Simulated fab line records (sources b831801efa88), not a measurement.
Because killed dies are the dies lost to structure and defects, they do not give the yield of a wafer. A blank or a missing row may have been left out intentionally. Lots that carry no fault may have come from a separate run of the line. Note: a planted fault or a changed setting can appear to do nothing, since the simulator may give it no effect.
Chamber matching :: flow sky130 :: SKY_VIA1_CMP_24 on cmp-02 has 4 sister chambers
The step polishes, stops on SiO2, t overpolish 15 s, target thk 0 nm. 8 wafers are shown with their chamber, then 12 later ones without.

WAFERS WITH THEIR CHAMBER
wafer: L089.1
chamber: 3
motor_current_A (A): 12.0
time_to_endpoint_s (s): 63

wafer: L089.3
chamber: 2
motor_current_A (A): 11.8
time_to_endpoint_s (s): 64

wafer: L091.2
chamber: 1
motor_current_A (A): 12.7
time_to_endpoint_s (s): 66

wafer: L091.3
chamber: 2
motor_current_A (A): 11.8
time_to_endpoint_s (s): 65

wafer: L091.4
chamber: 0
motor_current_A (A): 10.4
time_to_endpoint_s (s): 66

wafer: L091.1
chamber: 3
motor_current_A (A): 11.7
time_to_endpoint_s (s): 67

wafer: L091.5
chamber: 1
motor_current_A (A): 12.3
time_to_endpoint_s (s): 68

wafer: L091.6
chamber: 0
motor_current_A (A): 11.1
time_to_endpoint_s (s): 68

WAFERS WHOSE CHAMBER IS MISSING
wafer: L093.1
motor_current_A (A): 11.5
time_to_endpoint_s (s): 60

wafer: L093.2
motor_current_A (A): 11.4
time_to_endpoint_s (s): 64

wafer: L093.6
motor_current_A (A): 10.9
time_to_endpoint_s (s): 61

wafer: L095.4
motor_current_A (A): 12.8
time_to_endpoint_s (s): 66

wafer: L095.5
motor_current_A (A): 13.0
time_to_endpoint_s (s): 64

wafer: L095.6
motor_current_A (A): 12.4
time_to_endpoint_s (s): 62

wafer: L095.1
motor_current_A (A): 12.5
time_to_endpoint_s (s): 59

wafer: L095.2
motor_current_A (A): 11.3
time_to_endpoint_s (s): 60

wafer: L095.3
motor_current_A (A): 12.1
time_to_endpoint_s (s): 63

wafer: L097.4
motor_current_A (A): 12.1
time_to_endpoint_s (s): 64

wafer: L097.5
motor_current_A (A): 12.7
time_to_endpoint_s (s): 64

wafer: L097.6
motor_current_A (A): 11.9
time_to_endpoint_s (s): 64

WHICH CHAMBER EACH WENT THROUGH
wafer: L093.1
from the rows above: can't be placed: 2 or 3 or 0
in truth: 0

wafer: L093.2
from the rows above: can't be placed: 2 or 3 or 0
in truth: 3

wafer: L093.6
from the rows above: can't be placed: 0 or 2 or 3
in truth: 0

wafer: L095.4
from the rows above: 1
in truth: 1

wafer: L095.5
from the rows above: can't be placed: 1 or 3 or 2
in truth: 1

wafer: L095.6
from the rows above: can't be placed: 2 or 3 or 1
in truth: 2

wafer: L095.1
from the rows above: can't be placed: 2 or 3 or 1
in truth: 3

wafer: L095.2
from the rows above: can't be placed: 2 or 3 or 0
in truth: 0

wafer: L095.3
from the rows above: can't be placed: 2 or 3 or 1
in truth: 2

wafer: L097.4
from the rows above: can't be placed: 3 or 2 or 1
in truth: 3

wafer: L097.5
from the rows above: can't be placed: 1 or 3 or 2
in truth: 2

wafer: L097.6
from the rows above: can't be placed: 2 or 3
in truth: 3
Correct placement for 1 of the 12. These rows do not allow placing 11 (true chamber among the candidates in 11). Number placed wrongly: 0.
How it was worked out, from the rows above alone: a wafer's distance from a chamber is the root of the sum, over the readings, of the square of ((its reading less the chamber's mean) divided by the reading's scatter). If the next closest chamber is less than 2 further off than the closest, the wafer can't be placed; otherwise it belongs to the closest. Each chamber's mean is taken over the wafers shown for it. The scatter: the root of (the sum of the squares of (reading less its chamber's mean) over the shown wafers, divided by (wafers less chambers)).
